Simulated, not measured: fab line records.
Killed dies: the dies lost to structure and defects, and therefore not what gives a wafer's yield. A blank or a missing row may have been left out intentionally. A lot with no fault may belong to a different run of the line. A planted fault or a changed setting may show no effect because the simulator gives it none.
Split-lot experiment    flow sky130    27 wafers read across 5 lots, on a route 708 steps long

ON THE SPLIT
At SKY_VIA3_DEVELOP_11 (develop time 60 s), the setting develop_time_s was moved away from the recipe's 60 s on 12 of the 27 wafers read, by -55.6% to +16.8%. The other wafers ran this setting at the recipe's value.

No step appears in the file between the split and the reading.

THE READING
cd_nm (nm) at SKY_VIA3_CD_MEAS_12, where the cd target is 200 nm. On this fab line, fault-free wafers typically give 200.8 nm with a standard deviation of 1.6 nm.

wafer   tool, chamber at the split  develop_time_s as run, s  against the recipe  cd_nm, nm  against lot-mates on the recipe
L076.1  litho_track-01, 0           49.47                     -17.5%              194.5      -3.5
L076.2  litho_track-01, 0           60                        recipe              198.3      -
L076.3  litho_track-01, 0           60                        recipe              197.6      -
L076.4  litho_track-01, 0           49.47                     -17.5%              195.2      -2.8
L076.5  litho_track-01, 0           60                        recipe              198.0      -
L076.6  litho_track-01, 0           49.47                     -17.5%              194.9      -3.1
L078.3  litho_track-04, 0           60                        recipe              201.4      -
L078.4  litho_track-04, 0           60                        recipe              200.3      -
L078.5  litho_track-04, 0           60                        recipe              200.5      -
L079.1  litho_track-01, 0           60                        recipe              199.5      -
L079.2  litho_track-01, 0           70.05                     +16.8%              202.4      +2.8
L079.3  litho_track-01, 0           60                        recipe              199.5      -
L079.4  litho_track-01, 0           70.05                     +16.8%              202.0      +2.4
L079.5  litho_track-01, 0           70.05                     +16.8%              201.9      +2.3
L079.6  litho_track-01, 0           60                        recipe              199.9      -
L084.1  litho_track-01, 0           60                        recipe              200.7      -
L084.2  litho_track-01, 0           26.64                     -55.6%              185.6      -15.0
L084.3  litho_track-01, 0           60                        recipe              200.9      -
L084.4  litho_track-01, 0           26.64                     -55.6%              185.2      -15.4
L084.5  litho_track-01, 0           60                        recipe              200.1      -
L084.6  litho_track-01, 0           26.64                     -55.6%              185.8      -14.8
L083.1  litho_track-03, 0           60                        recipe              202.6      -
L083.2  litho_track-03, 0           60                        recipe              203.3      -
L083.3  litho_track-03, 0           50.55                     -15.8%              199.4      -3.7
L083.4  litho_track-03, 0           50.55                     -15.8%              201.0      -2.1
L083.5  litho_track-03, 0           50.55                     -15.8%              199.6      -3.5
L083.6  litho_track-03, 0           60                        recipe              203.5      -

FIT RESULTS
A straight line over all 27 wafers: cd_nm changes by +0.241 nm for each +1% of develop_time_s; r = +0.92; the points scatter about the line by 2.1 nm.
The same after taking each lot's own level away (the mean of its wafers on the recipe; 27 wafers): +0.248 nm for each +1%; r = +0.98; scatter 0.97 nm.
Per that fit: largest develop_time_s move, reading shift of 14 nm.
From 197.97 to 203.13 nm: that is the span of the lots' own levels, equal to 3.2 times the standard deviation above.
So the lot-to-lot level changes the slope little: the two slopes agree.
Check: with one of the wafers moved furthest among these (-55.6%) left out of the fit, the line predicts -13.5 nm for it against its lot-mates. It came out at -15 nm against them.

ADDITIONAL SPLITS CARRIED BY THESE WAFERS
Note: prior to the reading, these wafers also went through further splits. Each is held against what the fit with the lots' levels taken away leaves over:
other split on the same wafers   wafers away from the commonest value  r with cd_nm (lot level and that fit taken away)
SKY_FIELD_ISO_CVD_03 time_s      12                                    +0.10
SKY_POLY_GATE_ETCH_17 time_s     9                                     -0.25
SKY_LI_CONTACT_ETCH_14 time_s    9                                     -0.22
SKY_METAL1_SPUTTER_00 time_s     6                                     -0.06
SKY_METAL2_SPUTTER_04 time_s     9                                     +0.40
SKY_METAL2_METAL_ETCH_19 time_s  9                                     -0.22

THE WHOLE CHAIN: every reading that the file lists as answering this split, in the file's order
step                 what it does                                                          reading                                                      change (the file's fit)                r (the file's)
SKY_VIA3_CD_MEAS_12  target cd 200 nm                                                      cd_nm                                                        +0.249 nm for each +1% of the setting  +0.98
SKY_VIA3_ETCH_14     etches BARC in N2/H2, stops on SiO2, time 45.9 s, target depth 60 nm  VIA3.cd_nm (the simulator's own value, which no gauge read)  +0.24 nm for each +1% of the setting   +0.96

THE FILE'S OWN FIT
cd_nm changes by +0.249 nm for each +1% of develop_time_s, r = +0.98.
